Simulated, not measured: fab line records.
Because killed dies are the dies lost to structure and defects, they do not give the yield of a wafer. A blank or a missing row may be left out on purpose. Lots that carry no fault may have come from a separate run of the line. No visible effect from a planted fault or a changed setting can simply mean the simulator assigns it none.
fab line records	flow sky130
[record] lots = 7	wafers = 20	last-day = 50
route steps=708 shown LDD_P@263 LDD_HVN@267 LDD_HVP@278 PAD_OPEN@708
lots with no fault: from the same line, run without faults
start-h: the number of hours between the record's first day and the start of the first shown wafer of the lot	wait-h: hours since the lot's step before	" unchanged from the row above	L1.1+2: a row that stands for several wafers	- either no value or no given start	* or withheld: withheld	< > ~ a bound
route shown NAME@n: a module of which the file shows steps, and the number in the route of the first	usual: mean/standard deviation taken from wafers without a fault	same: alike in all rows	chamber/n: place in a boat	sites: the reading at each site	_std_site: the values' standard deviation	_edge_site: the outer-site mean with the inner-site mean subtracted	radius-mm: how far each site lies from the wafer's centre	mask NAME#n: copy n	behind: tool/chamber where the wafer was last shaped	hold: the reason the lot was held/the length of the hold in hours/how it ended	device: whichever transistor did not switch (one of n, p or np)	end of line: the route-end tests of the same wafers	for a step that has no rows: nothing shown but its recipe	killed: at the first sort, the dies lost to defects and structure; wafer yield is something else	map: the dies of a wafer, with x for killed, . for not killed, _ for no die there
set.NAME: the setting as run; set.NAME@STEP: as run at that earlier step	model.NAME: the simulator's own value behind a step, which no gauge read
a table for each step, a row for each wafer; lots at some steps of the route
services: when a tool's chamber went out of use (start-h, in hours from the record's first day, below 0 if earlier), for how many hours, and the reason
[[steps]]
[step SKY_LDD_P_OVL_MEAS_08]
[usual] LDD_P_OVL = 0.7/1.2
lot.wafer	tool	chamber	start-h	wait-h	LDD_P_OVL[nm]
L200.2	overlay-01	-	461.58	0.1	-0.3
L200.3	"	-	"	"	-0.3
L200.4	"	-	"	"	0.3
L202.1	overlay-01	-	471.18	0.1	-1.1
L202.3	"	-	"	"	-0.6
L202.6	"	-	"	"	0.5
L204.1	overlay-01	-	481.93	0.1	1.4
L204.4	"	-	"	"	1.3
L205.2	overlay-02	-	498.53	0.1	2.6
L205.4	"	-	"	"	0.3
L205.5	"	-	"	"	0.6
L208.1	overlay-02	-	515.93	0.1	-0.6
L208.2	"	-	"	"	-1.1
L208.5	"	-	"	"	-0.5
L216.1	overlay-02	-	586.98	0.1	2.0
L216.2	"	-	"	"	1.0
L216.5	"	-	"	"	1.4
L217.4	overlay-02	-	601.90	0.1	2.0
L217.5	"	-	"	"	1.5
L217.6	"	-	"	"	1.2
[step SKY_LDD_P_IMPLANT_09]
[recipe] species = BF2	energy-kev = 25	dose-cm2 = 1e+13	tilt-deg = withheld
[step SKY_LDD_P_STRIP_10]
[recipe] chemistry = O2/N2	power-w = 1400	pressure-mtorr = 1500	platen-temp-c = withheld	o2-flow-sccm = 3000	n2-flow-sccm = 300	overash-fraction = 0.5
[usual] drypump-motor-current-A = 5.8/0.45	n2-flow-sccm = 300.1/0.86	oes-product-au = 0.716/0.0046	strip-time-to-endpoint-s = 14.16/0.039
lot.wafer	tool	chamber	start-h	wait-h	drypump-motor-current-A	n2-flow-sccm	oes-product-au	rf-hours-counter-h	strip-time-to-endpoint-s
L200.2	plasma-asher-02	1	461.76	0.1	4.9	302.2	0.711	36	14.07
L200.3	"	0	"	"	5.7	299.3	0.706	-	14.08
L200.4	"	1	"	"	4.9	300.6	0.719	-	14.08
L202.1	plasma-asher-02	0	471.37	0.1	5.7	300.6	0.713	37	14.16
L202.3	"	0	"	"	5.7	300.5	0.708	-	14.15
L202.6	"	1	"	"	4.9	299.7	0.718	-	14.13
L204.1	plasma-asher-02	1	482.11	0.1	4.9	299.6	0.717	38	14.16
L204.4	"	0	"	"	5.7	300.3	0.718	-	14.09
L205.2	plasma-asher-04	1	498.71	0.1	6.0	301.3	0.719	7	14.16
L205.4	"	0	"	"	6.5	300.2	0.709	-	14.16
L205.5	"	0	"	"	6.5	300.9	0.721	-	14.17
L208.1	plasma-asher-04	1	516.12	0.1	6.0	301.9	0.707	9	14.16
L208.2	"	0	"	"	6.4	300.4	0.714	9	14.18
L208.5	"	1	"	"	6.0	300.4	0.717	-	14.17
L216.1	plasma-asher-04	1	587.17	0.1	6.0	299.2	0.712	16	14.12
L216.2	"	0	"	"	6.5	299.3	0.726	16	14.08
L216.5	"	0	"	"	6.4	298.4	0.718	-	14.13
L217.4	plasma-asher-04	0	602.10	0.1	6.4	300.2	0.717	-	14.19
L217.5	"	1	"	"	6.0	301.3	0.715	-	14.15
L217.6	"	0	"	"	6.5	300.5	0.718	-	14.18
[step SKY_LDD_P_TW_MEAS_11]
[usual] LDD_P_TW = 637/3.6
lot.wafer	tool	chamber	start-h	wait-h	LDD_P_TW
L200.2	film-metro-04	-	461.97	0.2	636
L200.3	"	-	"	"	633
L200.4	"	-	"	"	631
L202.1	film-metro-03	-	471.47	0.1	640
L202.3	"	-	"	"	637
L202.6	"	-	"	"	639
L204.1	film-metro-03	-	482.21	0.1	634
L204.4	"	-	"	"	632
L205.2	film-metro-01	-	498.82	0.1	638
L205.4	"	-	"	"	637
L205.5	"	-	"	"	639
L208.1	film-metro-04	-	516.22	0.1	631
L208.2	"	-	"	"	633
L208.5	"	-	"	"	630
L216.1	film-metro-03	-	587.27	0.1	638
L216.2	"	-	"	"	637
L216.5	"	-	"	"	635
L217.4	film-metro-03	-	602.19	0.1	637
L217.5	"	-	"	"	637
L217.6	"	-	"	"	639
[step SKY_LDD_HVN_DEHYDRATE_00]
[recipe] temp-c = 200	time-s = 60
[step SKY_LDD_HVN_HMDS_01]
[recipe] prime-time-s = 60	prime-temp-c = 120
[step SKY_LDD_HVN_COAT_02]
[recipe] resist = NOVOLAK	spin-rpm = 3021	resist-thk-nm = 300
[step SKY_LDD_HVN_SOFTBAKE_03]
[recipe] temp-c = 90	time-s = 60	resist = NOVOLAK
[step SKY_LDD_HVN_EXPOSE_04]
[recipe] mask-id = HVNTM	na = 0.6	source-shape = conventional	sigma-outer = 0.6	polarization = unpolarized	target-cd-nm = 700	dose-mj = 127
[step SKY_LDD_HVN_PEB_05]
[recipe] temp-c = withheld	time-s = *	resist = NOVOLAK
[step SKY_LDD_HVN_DEVELOP_06]
[recipe] resist = NOVOLAK	developer = TMAH	develop-time-s = 60	dev-temp-c = 23
[step SKY_LDD_HVN_OVL_MEAS_07]
[usual] LDD_HVN_OVL = 1.4/1.3
lot.wafer	tool	chamber	start-h	wait-h	LDD_HVN_OVL[nm]
L200.2	overlay-02	-	492.91	0.1	-0.6
L200.3	"	-	"	"	3.8
L200.4	"	-	"	"	2.0
L202.1	overlay-02	-	502.72	0.1	0.9
L202.3	"	-	"	"	1.5
L202.6	"	-	"	"	1.8
L204.1	overlay-01	-	512.86	0.1	0.6
L204.4	"	-	"	"	3.2
L205.2	overlay-02	-	528.86	0.1	1.4
L205.4	"	-	"	"	3.4
L205.5	"	-	"	"	1.9
L208.1	overlay-02	-	545.97	0.1	0.8
L208.2	"	-	"	"	-0.3
L208.5	"	-	"	"	1.4
L216.1	overlay-01	-	616.57	0.1	0.4
L216.2	"	-	"	"	1.6
L216.5	"	-	"	"	-0.3
L217.4	overlay-02	-	631.92	0.1	2.5
L217.5	"	-	"	"	2.0
L217.6	"	-	"	"	-1.3
[step SKY_LDD_HVN_IMPLANT_08]
[recipe] species = P	energy-kev = 60	dose-cm2 = 3e+13	tilt-deg = 40
[usual] beam-on-s = 10.01/0.21	end-station-pressure-torr = 5.12e-06/2.8e-07	faraday-current-uA = 169/3.5
lot.wafer	tool	chamber	start-h	wait-h	beam-on-s	end-station-pressure-torr	faraday-current-uA
L200.2	implanter-02	0	492.97	0.0	9.85	4.84e-06	171
L200.3	"	0	"	"	10.03	4.82e-06	169
L200.4	"	0	"	"	9.65	5.05e-06	175
L202.1	implanter-01	0	502.76	0.0	11.04	4.92e-06	153
L202.3	"	0	"	"	11.35	5.5e-06	149
L202.6	"	0	"	"	11.22	5.25e-06	152
L204.1	implanter-01	0	512.89	0.0	10.92	4.87e-06	155
L204.4	"	0	"	"	11.37	5.02e-06	149
L205.2	implanter-01	0	528.92	0.0	11.02	5.2e-06	153
L205.4	"	0	"	"	11.12	5.52e-06	152
L205.5	"	0	"	"	10.95	4.48e-06	155
L208.1	implanter-04	0	546.01	0.0	9.95	4.96e-06	169
L208.2	"	0	"	"	9.48	4.91e-06	177
L208.5	"	0	"	"	9.82	5.25e-06	173
L216.1	implanter-02	0	616.61	0.0	10.14	5.19e-06	167
L216.2	"	0	"	"	9.99	4.79e-06	169
L216.5	"	0	"	"	10.44	5.25e-06	162
L217.4	implanter-01	0	632.02	0.1	9.69	5.08e-06	174
L217.5	"	0	"	"	9.75	5.04e-06	173
L217.6	"	0	"	"	9.96	4.74e-06	170
[step SKY_LDD_HVN_STRIP_09]
[recipe] chemistry = O2/N2	power-w = 1400	pressure-mtorr = 1500	platen-temp-c = withheld	o2-flow-sccm = 3000	n2-flow-sccm = 300	overash-fraction = 0.5
[usual] drypump-motor-current-A = 6.0/0.4	n2-flow-sccm = 300.0/0.93	oes-product-au = 0.407/0.0045	strip-time-to-endpoint-s = 4.111/0.013
lot.wafer	tool	chamber	start-h	wait-h	drypump-motor-current-A	n2-flow-sccm	oes-product-au	rf-hours-counter-h	strip-time-to-endpoint-s
L200.2	plasma-asher-01	0	493.09	0.1	5.5	300.2	0.408	79	4.094
L200.3	"	0	"	"	5.5	300.8	0.400	-	4.111
L200.4	"	1	"	"	5.9	298.4	0.403	-	4.098
L202.1	plasma-asher-03	1	502.91	0.1	5.5	298.4	0.403	69	4.124
L202.3	"	0	"	"	6.5	298.7	0.416	-	4.119
L202.6	"	0	"	"	6.5	299.3	0.399	-	4.120
L204.1	plasma-asher-01	0	513.04	0.1	5.5	300.3	0.407	81	4.121
L204.4	"	1	"	"	5.9	299.4	0.411	-	4.110
L205.2	plasma-asher-04	0	529.04	0.1	6.5	300.4	0.404	10	4.107
L205.4	"	1	"	"	5.9	300.2	0.406	-	4.096
L205.5	"	0	"	"	6.5	301.3	0.406	-	4.104
L208.1	plasma-asher-01	0	546.16	0.1	5.6	300.1	0.410	84	4.115
L208.2	"	1	"	"	5.9	300.3	0.404	84	4.109
L208.5	"	1	"	"	5.9	300.6	0.402	-	4.100
L216.1	plasma-asher-03	0	616.76	0.1	6.5	300.1	0.413	81	4.111
L216.2	"	1	"	"	5.5	299.2	0.403	81	4.112
L216.5	"	0	"	"	6.5	300.3	0.401	-	4.113
L217.4	plasma-asher-04	1	632.13	0.1	6.0	300.6	0.410	-	4.114
L217.5	"	1	"	"	6.0	299.9	0.411	-	4.128
L217.6	"	0	"	"	6.4	302.2	0.415	-	4.127
[step SKY_LDD_HVN_TW_MEAS_10]
[usual] LDD_HVN_TW = 1448/16
lot.wafer	tool	chamber	start-h	wait-h	LDD_HVN_TW
L200.2	film-metro-04	-	493.20	0.1	1435
L200.3	"	-	"	"	1430
L200.4	"	-	"	"	1428
L202.1	film-metro-04	-	503.01	0.1	1471
L202.3	"	-	"	"	1477
L202.6	"	-	"	"	1470
L204.1	film-metro-02	-	513.14	0.1	1524
L204.4	"	-	"	"	1508
L205.2	film-metro-01	-	529.15	0.1	1491
L205.4	"	-	"	"	1489
L205.5	"	-	"	"	1490
L208.1	film-metro-04	-	546.26	0.1	1428
L208.2	"	-	"	"	1427
L208.5	"	-	"	"	1423
L216.1	film-metro-02	-	616.86	0.1	1469
L216.2	"	-	"	"	1468
L216.5	"	-	"	"	1461
L217.4	film-metro-01	-	632.22	0.1	1457
L217.5	"	-	"	"	1453
L217.6	"	-	"	"	1451
[step SKY_LDD_HVP_DEHYDRATE_00]
[recipe] temp-c = 200	time-s = 60
[step SKY_PAD_OPEN_PROBE_99]
[usual] killed_at_M0_to_M3 = 44/6.8	killed_at_M4_up = 2.9/1.9	killed-at-contacts = 24/5.2	killed-at-front-end = 16/4.1	killed-at-other = 0.4/0.74	killed-dies = 88/9.1	killed-open = 48/7.2	killed-short = 39/5.6
[same] gross-dies = 492	killed-at-back-side = 0
lot.wafer	tool	chamber	start-h	wait-h	killed_at_M0_to_M3	killed_at_M4_up	killed-at-contacts	killed-at-front-end	killed-at-other	killed-dies	killed-open	killed-short	model.etest.tip_n_5v.rs-ohm-sq
L200.2	prober-02	-	1094.17	0.1	42	2	27	12	0	83	45	38	1365
L200.3	prober-02	-	1094.22	0.2	40	2	27	14	0	83	46	37	1370
L200.4	prober-02	-	1094.27	0.2	41	6	29	19	0	95	52	40	1383
L202.1	prober-01	-	1099.88	0.1	64	5	21	8	0	98	54	44	1285
L202.3	prober-01	-	1099.98	0.2	42	3	15	15	0	75	40	35	1282
L202.6	prober-01	-	1100.13	0.2	48	4	18	11	1	82	43	39	1287
L204.1	prober-02	-	1108.19	0.1	46	1	29	15	0	91	60	30	1280
L204.4	prober-02	-	1108.34	0.2	34	5	37	18	1	95	47	47	1289
L205.2	prober-01	-	1126.93	0.1	47	1	24	23	0	95	55	40	1276
L205.4	prober-01	-	1127.03	0.2	44	0	21	18	0	83	48	35	1279
L205.5	prober-01	-	1127.08	0.2	42	0	34	19	0	95	58	36	1277
L208.1	prober-01	-	1130.94	0.1	44	9	40	18	0	111	62	49	1407
L208.2	prober-01	-	1130.99	0.1	40	4	22	18	0	84	40	44	1404
L208.5	prober-01	-	1131.14	0.2	46	4	28	10	0	88	50	37	1405
L216.1	prober-02	-	1172.77	0.1	37	3	20	11	1	72	37	35	1385
L216.2	prober-02	-	1172.82	0.1	30	2	27	18	0	77	36	41	1388
L216.5	prober-02	-	1172.97	0.2	39	3	26	7	0	75	40	35	1382
L217.4	prober-01	-	1189.03	0.2	35	1	24	18	0	78	46	32	1408
L217.5	prober-01	-	1189.08	0.2	49	1	22	15	0	87	42	45	1401
L217.6	prober-01	-	1189.13	0.2	37	4	29	8	0	78	38	39	1407
// killed by level:class
L200.2 VIA1:geometric-particle:open=13 LI_CONTACT:geometric-particle:open=8 LOCAL_INTERCONNECT:geometric-particle:short=6 VIA2:geometric-particle:open=6 CONTACT:geometric-particle:open=6 METAL2:geometric-particle:short=6 POLY_GATE:geometric-particle:open=5 METAL1:geometric-particle:short=5
L200.3 VIA1:geometric-particle:open=12 CONTACT:geometric-particle:open=7 LI_CONTACT:geometric-particle:open=7 FIELD_ISO:geometric-particle:open=6 LI_CONTACT:geometric-particle:short=6 VIA2:geometric-particle:open=5 CONTACT:geometric-particle:short=4 VIA3:geometric-particle:open=4
L200.4 CONTACT:geometric-particle:open=12 VIA1:geometric-particle:open=10 VIA3:geometric-particle:open=7 LI_CONTACT:geometric-particle:open=7 POLY_GATE:geometric-particle:open=5 VIA1:geometric-particle:short=5 CONTACT:geometric-particle:short=5 METAL1:geometric-particle:short=5
L202.1 VIA3:geometric-particle:open=13 VIA1:geometric-particle:open=11 METAL1:geometric-particle:short=10 LI_CONTACT:geometric-particle:open=9 METAL2:geometric-particle:short=6 VIA2:geometric-particle:open=6 VIA1:geometric-particle:short=5 CONTACT:geometric-particle:open=4
L202.3 VIA1:geometric-particle:open=9 CONTACT:geometric-particle:open=8 METAL2:geometric-particle:short=6 POLY_GATE:geometric-particle:short=5 LI_CONTACT:geometric-particle:open=5 VIA3:geometric-particle:open=5 METAL1:geometric-particle:short=4 VIA1:geometric-particle:short=4
L202.6 METAL2:geometric-particle:short=9 VIA1:geometric-particle:open=9 CONTACT:geometric-particle:open=8 VIA2:geometric-particle:open=7 VIA1:geometric-particle:short=6 FIELD_ISO:geometric-particle:open=5 VIA3:geometric-particle:open=5 METAL1:geometric-particle:short=4
L204.1 VIA1:geometric-particle:open=14 VIA3:geometric-particle:open=10 CONTACT:geometric-particle:open=8 VIA2:geometric-particle:open=8 CONTACT:geometric-particle:short=7 METAL2:geometric-particle:short=7 LI_CONTACT:geometric-particle:open=6 POLY_GATE:geometric-particle:open=5
L204.4 LI_CONTACT:geometric-particle:open=10 CONTACT:geometric-particle:open=9 CONTACT:geometric-particle:short=8 VIA3:geometric-particle:open=6 FIELD_ISO:geometric-particle:short=5 VIA2:geometric-particle:short=5 LI_CONTACT:geometric-particle:short=5 METAL4:geometric-particle:short=5
L205.2 VIA1:geometric-particle:open=16 CONTACT:geometric-particle:open=13 VIA1:geometric-particle:short=8 POLY_GATE:geometric-particle:short=7 LI_CONTACT:geometric-particle:open=5 POLY_GATE:geometric-particle:open=5 FIELD_ISO:geometric-particle:open=4 METAL2:geometric-particle:short=4
L205.4 VIA1:geometric-particle:open=12 CONTACT:geometric-particle:open=7 VIA2:geometric-particle:open=7 VIA3:geometric-particle:open=7 POLY_GATE:geometric-particle:short=5 LI_CONTACT:geometric-particle:open=5 LOCAL_INTERCONNECT:geometric-particle:short=5 FIELD_ISO:geometric-particle:open=4
L205.5 CONTACT:geometric-particle:open=12 LI_CONTACT:geometric-particle:open=11 VIA1:geometric-particle:open=10 CONTACT:geometric-particle:short=7 VIA3:geometric-particle:open=7 FIELD_ISO:geometric-particle:short=6 POLY_GATE:geometric-particle:open=5 VIA2:geometric-particle:open=5
L208.1 CONTACT:geometric-particle:open=18 VIA1:geometric-particle:open=11 LI_CONTACT:geometric-particle:open=9 POLY_GATE:geometric-particle:short=8 VIA2:geometric-particle:open=7 METAL1:geometric-particle:short=6 METAL4:geometric-particle:short=6 LOCAL_INTERCONNECT:geometric-particle:short=6
L208.2 LI_CONTACT:geometric-particle:open=9 METAL1:geometric-particle:short=7 CONTACT:geometric-particle:open=6 VIA1:geometric-particle:short=6 POLY_GATE:geometric-particle:open=5 POLY_GATE:geometric-particle:short=5 LOCAL_INTERCONNECT:geometric-particle:short=5 VIA1:geometric-particle:open=5
L208.5 CONTACT:geometric-particle:open=11 LI_CONTACT:geometric-particle:open=10 VIA2:geometric-particle:open=10 VIA1:geometric-particle:open=7 VIA2:geometric-particle:short=6 METAL2:geometric-particle:short=5 METAL1:geometric-particle:short=5 FIELD_ISO:geometric-particle:short=4
L216.1 VIA1:geometric-particle:open=9 CONTACT:geometric-particle:open=6 CONTACT:geometric-particle:short=5 VIA3:geometric-particle:open=5 VIA1:geometric-particle:short=4 VIA2:geometric-particle:open=4 SPACER:geometric-particle:short=3 LI_CONTACT:geometric-particle:open=3
L216.2 CONTACT:geometric-particle:open=11 LI_CONTACT:geometric-particle:open=6 CONTACT:geometric-particle:short=6 METAL2:geometric-particle:short=6 FIELD_ISO:geometric-particle:open=5 POLY_GATE:geometric-particle:short=5 VIA1:geometric-particle:open=5 METAL1:geometric-particle:short=4
L216.5 VIA1:geometric-particle:open=12 LI_CONTACT:geometric-particle:open=7 CONTACT:geometric-particle:open=7 METAL1:geometric-particle:short=7 LOCAL_INTERCONNECT:geometric-particle:short=5 VIA3:geometric-particle:open=5 LI_CONTACT:geometric-particle:short=4 CONTACT:geometric-particle:short=3
L217.4 VIA1:geometric-particle:open=11 POLY_GATE:geometric-particle:open=8 LI_CONTACT:geometric-particle:open=6 CONTACT:geometric-particle:short=6 CONTACT:geometric-particle:open=6 VIA3:geometric-particle:open=6 METAL1:geometric-particle:short=4 VIA3:geometric-particle:short=4
L217.5 VIA1:geometric-particle:open=10 CONTACT:geometric-particle:open=9 VIA1:geometric-particle:short=8 METAL1:geometric-particle:short=7 VIA2:geometric-particle:open=6 VIA3:geometric-particle:open=6 CONTACT:geometric-particle:short=5 VIA3:geometric-particle:short=5
L217.6 CONTACT:geometric-particle:open=9 LI_CONTACT:geometric-particle:open=8 METAL1:geometric-particle:short=6 VIA1:geometric-particle:open=6 CONTACT:geometric-particle:short=5 VIA2:geometric-particle:open=5 LI_CONTACT:geometric-particle:short=4 METAL2:geometric-particle:short=4
[[services]]
tool	chamber	start-h	hours	kind
plasma-asher-03	-	443.10	3.8	repair
implanter-04	-	452.59	17.8	pm
plasma-asher-01	-	453.39	2.4	repair
plasma-asher-01	-	470.93	2.8	pm
plasma-asher-02	-	479.13	0.7	repair
plasma-asher-03	-	494.85	0.6	repair
implanter-01	-	506.60	1.6	repair
implanter-01	-	536.94	5.2	pm
implanter-02	-	557.34	6.2	repair
implanter-01	-	562.01	5.3	pm
implanter-04	-	565.82	3.3	repair
implanter-01	-	570.26	3.4	repair
implanter-04	-	576.37	10.3	repair
implanter-01	-	593.12	1.1	repair
plasma-asher-04	-	595.26	1.8	repair
implanter-01	-	608.50	22.8	pm
plasma-asher-04	-	614.38	3.8	repair
[[key]]
[first-sign] step = SKY_LDD_HVN_IMPLANT_08	reading = beam-on-s	direction = up	sigmas = 5.3	usual = 10.01	struck = 11.12
[effect] step = SKY_LDD_HVN_IMPLANT_08	reading = faraday-current-uA	direction = down	sigmas = 4.8	usual = 169	struck = 152
[effect] step = SKY_LDD_HVN_TW_MEAS_10	reading = LDD_HVN_TW	direction = up	sigmas = 2.6	usual = 1448	struck = 1490
[model-effect] step = SKY_PAD_OPEN_PROBE_99	value = etest.tip_n_5v.rs-ohm-sq	without = 1378	struck = 1282
met-at SKY_LDD_HVN_IMPLANT_08
struck-wafers L202.1,L202.3,L202.6,L204.1,L204.4,L205.2,L205.4,L205.5
tester-left-out L202,L204,L205
[fault] kind = process-parameter-drift	tool = implanter-01	chamber = -	onset-h = 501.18	steps = SKY_LDD_HVN_IMPLANT_08	channel = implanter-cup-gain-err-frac	offset = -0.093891	shape = step	end-h = 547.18
// tester-left-out: of these lots the tester's yield and bins aren't shown, on N5 and GAA mostly nor the transistor test; their killed dies are dies lost to structure and defects alone, not to doping, threshold or leakage, so they don't give the yield
